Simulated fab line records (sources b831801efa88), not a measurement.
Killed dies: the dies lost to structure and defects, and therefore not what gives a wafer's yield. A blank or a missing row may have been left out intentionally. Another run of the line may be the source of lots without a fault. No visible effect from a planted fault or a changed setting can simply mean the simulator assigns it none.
What tool caused it? + flow gf180mcu + 35 wafers from 12 lots sampled at 6 of the route's 602 steps

## WHAT THE GAUGES READ, wafer by wafer
GF_POLY_GATE_CD_MEAS_10 targets a cd of 280 nm.
| lot  | measured     | on       | cdNm (nm)         |
|------|--------------|----------|-------------------|
| L228 | day 9 03:23  | cdSem-02 | 280.1 280.5 280.0 |
| L229 | day 9 10:46  | cdSem-01 | 279.9 279.9 278.8 |
| L232 | day 10 08:34 | cdSem-02 | 279.2 278.8 278.7 |
| L233 | day 10 17:07 | cdSem-02 | 280.3 279.3 279.6 |
| L235 | day 11 05:13 | cdSem-01 | 279.7 280.7 280.9 |
| L236 | day 11 16:17 | cdSem-02 | 278.9 279.1 279.7 |
| L237 | day 11 22:01 | cdSem-02 | 280.2 280.2 280.2 |
| L238 | day 12 05:02 | cdSem-02 | 281.4 280.1 279.8 |
| L246 | day 14 12:42 | cdSem-02 | 280.0 281.1       |
| L248 | day 15 10:17 | cdSem-02 | 279.7 278.4 280.3 |
| L249 | day 15 17:11 | cdSem-02 | 279.9 279.6 279.5 |
| L250 | day 15 15:43 | cdSem-01 | 280.0 279.4 279.4 |

GF_HV_LDD_TW_MEAS_38.
| lot  | measured     | on           | HV_LDD_3_TW         |
|------|--------------|--------------|---------------------|
| L228 | day 11 12:31 | filmMetro-02 | 1452 1449 1460      |
| L229 | day 11 21:25 | filmMetro-04 | 1453 1446 1446      |
| L232 | day 12 20:45 | filmMetro-02 | 1450 1445 1446      |
| L233 | day 13 05:53 | filmMetro-04 | 1447 1447 1452      |
| L235 | day 13 18:00 | filmMetro-02 | 1455 1450 1450      |
| L236 | day 14 04:11 | filmMetro-02 | 1464 1465 1464      |
| L237 | day 14 13:38 | filmMetro-02 | 1462 1458 1465      |
| L238 | day 14 19:23 | filmMetro-03 | 1458 1461 1451      |
| L246 | day 17 09:23 | filmMetro-04 | 1422 1431 1421 1421 |
| L248 | day 18 08:49 | filmMetro-04 | 1444 1451 1446      |
| L249 | day 18 16:59 | filmMetro-03 | 1444 1445 1446      |
| L250 | day 18 16:03 | filmMetro-02 | 1458 1459 1462      |

GF_HV_LDD_RS_MEAS_53: a four-point-probe measurement.
| lot  | measured     | on           | HV_LDD_RS (ohm/sq) |
|------|--------------|--------------|--------------------|
| L228 | day 12 08:03 | filmMetro-04 | 419.2 418.8 419.6  |
| L229 | day 12 16:23 | filmMetro-03 | 417.1 417.8 418.2  |
| L232 | day 13 16:39 | filmMetro-04 | 418.4 418.4 418.0  |
| L233 | day 14 01:57 | filmMetro-02 | 418.7 418.6 419.3  |
| L235 | day 14 14:43 | filmMetro-04 | 419.3 419.8 419.8  |
| L236 | day 15 01:25 | filmMetro-02 | 418.5 420.5 418.6  |
| L237 | day 15 10:40 | filmMetro-02 | 418.7 418.7 418.0  |
| L238 | day 15 17:00 | filmMetro-04 | 417.9 419.0 418.5  |
| L246 | day 18 09:04 | filmMetro-03 | 420.3 421.1        |
| L248 | day 19 09:13 | filmMetro-04 | 417.3 418.9 418.0  |
| L249 | day 19 18:37 | filmMetro-02 | 418.7 418.7 419.2  |
| L250 | day 19 17:15 | filmMetro-03 | 417.9 418.8 417.8  |

## TOOL THAT RAN EACH LOT (tool first, then ch and the chambers of the sampled wafers, then the start)
| lot  | GF_VT_IMPLANT_RTA_45            | GF_HV_LDD_STRIP_22                  | GF_HV_LDD_IMPLANT_33            |
|------|---------------------------------|-------------------------------------|---------------------------------|
| L228 | rtpAnneal-01 ch 0, day 7 10:57  | plasmaAsher-01 ch 0,1, day 10 17:44 | implanter-01 ch 0, day 11 11:49 |
| L229 | rtpAnneal-01 ch 0, day 7 18:59  | plasmaAsher-01 ch 0,1, day 11 01:10 | implanter-01 ch 0, day 11 20:45 |
| L232 | rtpAnneal-02 ch 0, day 8 15:12  | plasmaAsher-01 ch 0,1, day 12 00:05 | implanter-04 ch 0, day 12 20:03 |
| L233 | rtpAnneal-02 ch 0, day 9 00:14  | plasmaAsher-01 ch 0,1, day 12 09:08 | implanter-03 ch 0, day 13 05:11 |
| L235 | rtpAnneal-01 ch 0, day 9 11:28  | plasmaAsher-03 ch 0,1, day 12 22:00 | implanter-01 ch 0, day 13 17:20 |
| L236 | rtpAnneal-02 ch 0, day 9 20:23  | plasmaAsher-01 ch 0,1, day 13 08:56 | implanter-04 ch 0, day 14 03:29 |
| L237 | rtpAnneal-02 ch 0, day 10 02:44 | plasmaAsher-01 ch 0,1, day 13 16:04 | implanter-03 ch 0, day 14 12:56 |
| L238 | rtpAnneal-01 ch 0, day 10 08:24 | plasmaAsher-02 ch 0,1, day 13 22:01 | implanter-01 ch 0, day 14 18:42 |
| L246 | rtpAnneal-02 ch 0, day 12 11:02 | plasmaAsher-02 ch 0, day 16 09:37   | implanter-01 ch 0, day 17 08:41 |
| L248 | rtpAnneal-02 ch 0, day 13 08:08 | plasmaAsher-01 ch 0,1, day 17 08:58 | implanter-04 ch 0, day 18 08:07 |
| L249 | rtpAnneal-02 ch 0, day 13 16:14 | plasmaAsher-02 ch 0,1, day 17 16:39 | implanter-03 ch 0, day 18 16:19 |
| L250 | rtpAnneal-01 ch 0, day 13 16:48 | plasmaAsher-03 ch 1, day 17 15:16   | implanter-04 ch 0, day 18 15:21 |
- GF_VT_IMPLANT_RTA_45: time 30 s.
- GF_HV_LDD_STRIP_22: strips in O2/N2.
- GF_HV_LDD_IMPLANT_33

## AS READ BY THE TOOLS THEMSELVES (means over the sampled wafers that have a number; for cases with no such wafer, the mark the record gives instead)
GF_VT_IMPLANT_RTA_45.
| lot  | tool         | lampPowerPct (%) | wafer_temp_C_max |
|------|--------------|------------------|------------------|
| L228 | rtpAnneal-01 | 40.5             | 1054.2           |
| L229 | rtpAnneal-01 | 40.5             | 1053.6           |
| L232 | rtpAnneal-02 | 39.7             | 1055.7           |
| L233 | rtpAnneal-02 | 39.7             | 1054.6           |
| L235 | rtpAnneal-01 | 40.5             | 1054.0           |
| L236 | rtpAnneal-02 | 39.7             | 1054.8           |
| L237 | rtpAnneal-02 | 39.7             | 1055.4           |
| L238 | rtpAnneal-01 | 40.5             | 1053.7           |
| L246 | rtpAnneal-02 | 39.7             | 1055.0           |
| L248 | rtpAnneal-02 | 39.6             | 1055.4           |
| L249 | rtpAnneal-02 | 39.7             | 1054.8           |
| L250 | rtpAnneal-01 | 40.5             | 1053.5           |

GF_HV_LDD_STRIP_22.
| lot  | tool           | drypumpMotorCurrentA (A) | heaterPowerW (W) | oesProductAu (a.u.) | platenTempC (C) | stripTimeToEndpointS (s) |
|------|----------------|--------------------------|------------------|---------------------|-----------------|--------------------------|
| L228 | plasmaAsher-01 | 5.4                      | 286              | 0.718               | 249.94          | 12.62                    |
| L229 | plasmaAsher-01 | 5.1                      | 290              | 0.711               | 250.03          | 12.65                    |
| L232 | plasmaAsher-01 | 5.4                      | 284              | 0.720               | 250.00          | 12.62                    |
| L233 | plasmaAsher-01 | 5.3                      | 286              | 0.717               | 250.01          | 12.60                    |
| L235 | plasmaAsher-03 | 6.3                      | 373              | 0.720               | 250.17          | 12.62                    |
| L236 | plasmaAsher-01 | 5.1                      | 291              | 0.714               | 249.97          | 12.62                    |
| L237 | plasmaAsher-01 | 5.3                      | 285              | 0.716               | 250.08          | 12.60                    |
| L238 | plasmaAsher-02 | 5.7                      | 304              | 0.717               | 250.24          | 12.62                    |
| L246 | plasmaAsher-02 | 6.2                      | 311              | 0.718               | 249.95          | 12.66                    |
| L248 | plasmaAsher-01 | 5.3                      | 285              | 0.716               | 249.99          | 12.62                    |
| L249 | plasmaAsher-02 | 5.7                      | 302              | 0.713               | 250.02          | 12.66                    |
| L250 | plasmaAsher-03 | 6.5                      | 337              | 0.717               | 249.84          | 12.64                    |

GF_HV_LDD_IMPLANT_33.
| lot  | tool         | tiltDeg (degrees) |
|------|--------------|-------------------|
| L228 | implanter-01 | 29.993            |
| L229 | implanter-01 | 30.026            |
| L232 | implanter-04 | 30.003            |
| L233 | implanter-03 | 30.000            |
| L235 | implanter-01 | 30.004            |
| L236 | implanter-04 | 30.030            |
| L237 | implanter-03 | 29.996            |
| L238 | implanter-01 | 30.003            |
| L246 | implanter-01 | 30.043            |
| L248 | implanter-04 | 29.995            |
| L249 | implanter-03 | 30.000            |
| L250 | implanter-04 | 30.007            |

## THE ANSWER, worked out from the rows above alone
Rule: the lots themselves supply what counts as usual. Put in order of their means at a reading, lots are off if they are a third of the lots or fewer, leave a main group of 4 or more, and stand apart from it by a gap of 3 or more times the standard deviation of the main group's means; of several such gaps the widest counts. A main group whose means are all the same, to the digits that the tables above print for the reading, isn't used. Also off: a lot with no number at a reading for which 4 or more lots have one. The other lots that the step has rows for count as sound. The gauges are gone through in route order, then the tools' own readings, and for those a lot's mean is taken as printed above. The first step at which some lot is off is used, and at that step the reading that is off furthest; a lot without a number counts as furthest.
Off: at GF_HV_LDD_TW_MEAS_38 (HV_LDD_3_TW), L246. For the main group the mean is 1453 and the standard deviation 6.3.
A tool fits if, at a process step before that reading, it ran every lot that is off, and no sound lot after the first of them. Not tried: the gauges at GF_HV_LDD_TW_MEAS_38; whatever is off there is also off at GF_HV_LDD_IMPLANT_33, on other tools, and gauge error can't account for it. One fits: GF_HV_LDD_IMPLANT_33 on implanter-01. A fault onset in the window from L238 (day 14 18:42, its last sound lot) to L246 (day 17 08:41, its first lot off) fits.

## WHAT WAS PUT IN BY THE SIMULATOR
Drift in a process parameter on implanter-01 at GF_HV_LDD_IMPLANT_33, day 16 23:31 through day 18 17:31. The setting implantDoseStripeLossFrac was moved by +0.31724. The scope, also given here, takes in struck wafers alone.
Struck lots among those shown: L246. Same finding as the rule above.
